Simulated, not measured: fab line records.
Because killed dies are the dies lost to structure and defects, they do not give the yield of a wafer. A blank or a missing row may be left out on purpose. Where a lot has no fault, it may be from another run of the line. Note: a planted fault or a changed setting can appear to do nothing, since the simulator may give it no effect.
A single fault, viewed from 2 desks / flow gf180mcu / every desk sees just its own numbers, and what lay behind them comes last

## AT THE METROLOGY DESK
What the gauges read, lot by lot, whatever tool the lot ran on: means of the sampled wafers that have a number. If a lot's mean is further than 4 standard deviations from the usual mean, the lot is out of limits and carries the mark OUT (the distance appears in the brackets). 7 of its 9 readings are shown, namely those furthest out on some lot.
Columns: A = V3_W_RS at GF_V3_RS_MEAS_24, usual 0.330 ohm/sq; B = M4_ALCU_RS at GF_M4_RS_MEAS_05, usual 0.0698 ohm/sq; C = M4_ALCU_THK at GF_M4_THK_MEAS_06, usual 446 nm; D = cdNm at GF_M4_CD_MEAS_14, usual 279.3 nm; E = M4_OVL at GF_M4_OVL_MEAS_15, usual -1 nm; F = V4_CVD_02_THK at GF_V4_THK_MEAS_03, usual 852 nm; G = V4_BOW at GF_V4_BOW_MEAS_05, usual 135 um
lot=L950; first seen here=day 23 11:35; A=0.326; B=0.0698; C=447; D=279.6; E=-1; F=841; G=127
lot=L951; first seen here=day 23 18:01; A=0.326; B=0.0689; C=454; D=276.3; E=-5; F=857; G=152
lot=L953; first seen here=day 24 13:04; A=0.332; B=0.0698; C=449; D=278.2; E=-1; F=837; G=136
lot=L963; first seen here=day 27 21:20; A=0.333; B=0.0693; C=453; D=277.4; E=-4; F=861; G=130
lot=L968; first seen here=day 29 01:08; A=0.326; B=0.0708; C=439; D=277.4; E=4; F=867; G=127
This desk found nothing out of limits on any of the 5 lots.

## THE TOOL OWNER'S DESK: pvdSputter-01
The tool's own readings at GF_M4_SPUTTER_01 (material TiN, target thk 30 nm, time 25 s): means of the sampled wafers that have a number, for each lot that ran on this tool. If a lot's mean is further than 4 standard deviations from the usual mean, the lot is out of limits and carries the mark OUT (the distance appears in the brackets).
Columns: A = cathodeDcPowerW at GF_M4_SPUTTER_01, usual 6500.0 W; B = throttleValvePct at GF_M4_SPUTTER_01, usual 30.3 %
lot=L951; first seen here=day 23 18:33; A=6499.5; B=29.9
lot=L953; first seen here=day 24 13:39; A=6499.1; B=30.0
lot=L963; first seen here=day 27 21:55; A=6499.4; B=29.9
This desk found nothing out of limits on any of the 3 lots.

## TAKEN TOGETHER
From the metrology desk's view, nothing was out of limits.
The desk of the tool owner found nothing out of limits.

## WHAT WAS PUT IN BY THE SIMULATOR
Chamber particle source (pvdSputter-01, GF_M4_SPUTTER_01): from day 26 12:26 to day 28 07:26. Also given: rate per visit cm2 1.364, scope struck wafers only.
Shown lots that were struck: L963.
